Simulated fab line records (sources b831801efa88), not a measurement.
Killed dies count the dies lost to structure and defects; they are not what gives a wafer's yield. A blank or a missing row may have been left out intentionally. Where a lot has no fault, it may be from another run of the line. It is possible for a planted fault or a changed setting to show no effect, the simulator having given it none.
A lot that was struck, set against a sound lot ; flow sky130 ; 15 out of 708 route steps
Sound: the wafers L935.4, L935.5, L935.6. The struck wafers were L941.3, L941.4, L941.6. The cause is named last.
Each step with rows lists, per side, the tool, then ch with its chambers, then its first start. Under that, the readings that differ: sound wafers ; struck wafers ; difference of the means ; sigmas: that difference in standard deviations of wafers without a fault.
alike: words and numbers the same on both sides, and readings whose means are apart by under 2 such deviations; not compared: readings that were withheld, readings missing a value for some wafer, numbers with overlapping values and no deviation given by the record, and bounds like >300 which may hide the same value.
The two part at a step that has a row with sigmas, a row that says differs or no value, or rows on one side only. Non-overlapping numbers with no deviation appear without sigmas and do not part them. Lack of a reading on every wafer of one side parts them only where that side has two or more wafers.

SKY_CONTACT_THK_MEAS_01:
  sound on film metro-04 at day 32 23:22; struck on film metro-02 at day 34 15:54
  alike: CONTACT_CVD_00_THK
then, 1 step without rows for these wafers: SKY_CONTACT_HDPCVD_02 (deposits SiO2, target thk 565 nm, time 97.2 s).
SKY_CONTACT_THK_MEAS_03:
  sound on film metro-01 at day 32 23:29; struck on film metro-01 at day 34 16:02
  alike: CONTACT_HDPCVD_THK
SKY_CONTACT_CMP_04: polishes SiO2.
  sound on cmp-01 ch 2,3, day 32 23:31; struck on cmp-01 ch 1,2, day 34 16:07
  alike: motor current A, platen rpm, time to endpoint s
SKY_CONTACT_BOW_MEAS_05:
  sound on film metro-01 at day 32 23:53; struck on film metro-04 at day 34 16:25
  alike: CONTACT_BOW
then, 7 steps without rows for these wafers: SKY_CONTACT_DEHYDRATE_06 (time 60 s); SKY_CONTACT_HMDS_07 (prime time 60 s); SKY_CONTACT_COAT_08 (resist thk 60 nm); SKY_CONTACT_COAT_09 (resist thk 450 nm); SKY_CONTACT_SOFTBAKE_10 (time 90 s); SKY_CONTACT_EXPOSE_11 (exposes mask CTM1, target cd 170 nm); SKY_CONTACT_PEB_12.
SKY_CONTACT_DEVELOP_13: develop time 60 s.
  sound on litho track-04 ch 0, day 34 02:00; struck on litho track-03 ch 0, day 35 18:00
reading;sound;struck;difference;sigmas
developer temp C (C);21.06 21.09 21.01;21.58 21.70 21.68;+0.60;+6
SKY_CONTACT_CD_MEAS_14 targets a cd of 170 nm.
  sound on cd sem-01 at day 34 02:47; struck on cd sem-02 at day 35 18:38
  alike: cd nm
-- the record jumps here: 13 days lie between the struck wafers' starts before and after (it left off in module CONTACT and takes up again in module PAD_OPEN, whose first step shown is number 708 of the route) --
SKY_PAD_OPEN_PROBE_99:
  sound on prober-01 at day 47 17:51; struck on prober-01 at day 48 22:33
  alike: killed_at_M0_to_M3, killed_at_M4_up, killed at contacts, killed at front end, killed at other, killed dies, killed open, killed short

== WHERE THEY PART ==
At SKY_CONTACT_DEVELOP_13 and nowhere else, as far as this record goes. Later steps at which nothing parts them and some readings are alike: SKY_CONTACT_CD_MEAS_14, SKY_PAD_OPEN_PROBE_99.

WHY: what the simulator had put in
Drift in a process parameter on litho track-03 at SKY_CONTACT_DEVELOP_13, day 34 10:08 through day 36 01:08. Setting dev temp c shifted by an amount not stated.
